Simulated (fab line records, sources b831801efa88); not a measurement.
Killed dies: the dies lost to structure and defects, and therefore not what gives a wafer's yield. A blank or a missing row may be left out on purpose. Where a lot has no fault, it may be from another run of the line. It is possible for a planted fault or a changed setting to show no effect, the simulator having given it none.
Chamber matching :: flow sfq line :: SFQ_TRILAYER_I2_CMP_CMP_064 on cmp-01: 3 sister chambers
The step polishes SiO2. 6 wafers are shown with their chamber, then 2 later ones without.

## WAFERS PAIRED WITH THEIR CHAMBERS
wafer: L472.5
chamber: 1
motor current A (A): 9.3
time to endpoint s (s): 220

wafer: L476.5
chamber: 1
motor current A (A): 9.6
time to endpoint s (s): 224

wafer: L485.2
chamber: 3
motor current A (A): 8.7
time to endpoint s (s): 215

wafer: L487.2
chamber: 2
motor current A (A): 12.4
time to endpoint s (s): 222

wafer: L487.4
chamber: 3
motor current A (A): 8.5
time to endpoint s (s): 220

wafer: L487.5
chamber: 2
motor current A (A): 11.5
time to endpoint s (s): 223

## WAFERS MISSING THEIR CHAMBER
wafer: L488.1
motor current A (A): 12.8
time to endpoint s (s): 225

wafer: L492.1
motor current A (A): 9.1
time to endpoint s (s): 206

## THE CHAMBER EACH PASSED THROUGH
wafer: L488.1
from the rows above: 2
in truth: 2

wafer: L492.1
from the rows above: can't be placed: 3 or 1
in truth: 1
Correct placement for 1 of the 2. Unplaceable from these rows: 1, with the true chamber sitting among the candidates in 1. Number placed wrongly: 0.
How it was worked out, from the rows above alone: a wafer's distance from a chamber is the root of the sum, over the readings, of the square of ((its reading less the chamber's mean) divided by the reading's scatter). The wafer belongs to the nearest chamber; if the next one is less than 2 further off, it can't be placed. Each chamber's mean is taken over the wafers shown for it. The scatter: take each reading less its chamber's mean, square it, sum over the shown wafers, divide by the number of wafers less the number of chambers, and take the root.
